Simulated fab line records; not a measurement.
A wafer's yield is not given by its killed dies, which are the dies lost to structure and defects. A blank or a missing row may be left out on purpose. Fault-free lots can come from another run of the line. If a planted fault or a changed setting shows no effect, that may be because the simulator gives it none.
Chamber matching / flow sky130 / SKY_VIA2_CMP_24 on cmp-01: 4 sister chambers
The step polishes, stops on SiO2, t overpolish 20 s, target thk 0 nm. 8 wafers are shown with their chamber, then 9 later ones without.

## WAFERS PAIRED WITH THEIR CHAMBERS
wafer=L194.2; chamber=0; motor current A (A)=11.2; overpolish run s (s)=20.009
wafer=L196.1; chamber=1; motor current A (A)=11.2; overpolish run s (s)=20.002
wafer=L196.6; chamber=2; motor current A (A)=11.4; overpolish run s (s)=20.005
wafer=L197.1; chamber=2; motor current A (A)=11.2; overpolish run s (s)=20.016
wafer=L197.6; chamber=1; motor current A (A)=11.5; overpolish run s (s)=19.991
wafer=L203.2; chamber=0; motor current A (A)=10.4; overpolish run s (s)=20.004
wafer=L203.3; chamber=3; motor current A (A)=11.4; overpolish run s (s)=19.990
wafer=L203.6; chamber=3; motor current A (A)=11.2; overpolish run s (s)=19.998

## WAFERS MISSING THEIR CHAMBER
wafer=L205.1; motor current A (A)=11.0; overpolish run s (s)=20.003
wafer=L205.4; motor current A (A)=11.4; overpolish run s (s)=20.000
wafer=L205.6; motor current A (A)=10.8; overpolish run s (s)=20.001
wafer=L206.4; motor current A (A)=11.0; overpolish run s (s)=20.004
wafer=L206.5; motor current A (A)=11.0; overpolish run s (s)=19.984
wafer=L206.6; motor current A (A)=11.7; overpolish run s (s)=20.005
wafer=L209.2; motor current A (A)=10.5; overpolish run s (s)=20.005
wafer=L209.4; motor current A (A)=10.4; overpolish run s (s)=19.998
wafer=L209.6; motor current A (A)=10.7; overpolish run s (s)=20.002

## THE CHAMBER EACH PASSED THROUGH
wafer=L205.1; from the rows above=can't be placed: 0 or 1 or 2 or 3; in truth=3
wafer=L205.4; from the rows above=can't be placed: 1 or 3 or 2 or 0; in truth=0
wafer=L205.6; from the rows above=can't be placed: 0 or 1 or 3 or 2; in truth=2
wafer=L206.4; from the rows above=can't be placed: 0 or 2 or 1 or 3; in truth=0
wafer=L206.5; from the rows above=can't be placed: 3 or 1 or 0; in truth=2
wafer=L206.6; from the rows above=can't be placed: 2 or 1 or 3 or 0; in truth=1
wafer=L209.2; from the rows above=can't be placed: 0 or 2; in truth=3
wafer=L209.4; from the rows above=can't be placed: 0 or 3 or 1 or 2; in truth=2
wafer=L209.6; from the rows above=can't be placed: 0 or 1 or 3 or 2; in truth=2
0 of 9 placed correctly. Unplaceable from these rows: 9, with the true chamber sitting among the candidates in 7. Wrongly placed: 0.
How it was worked out, from the rows above alone: a wafer's distance from a chamber is the root of the sum, over the readings, of the square of ((its reading less the chamber's mean) divided by the reading's scatter). The wafer belongs to the nearest chamber; if the next one is less than 2 further off, it can't be placed. Each chamber's mean is taken over the wafers shown for it. The scatter is the square root of a quotient: the sum, over the shown wafers, of each reading's squared deviation from its chamber's mean, divided by wafers minus chambers.
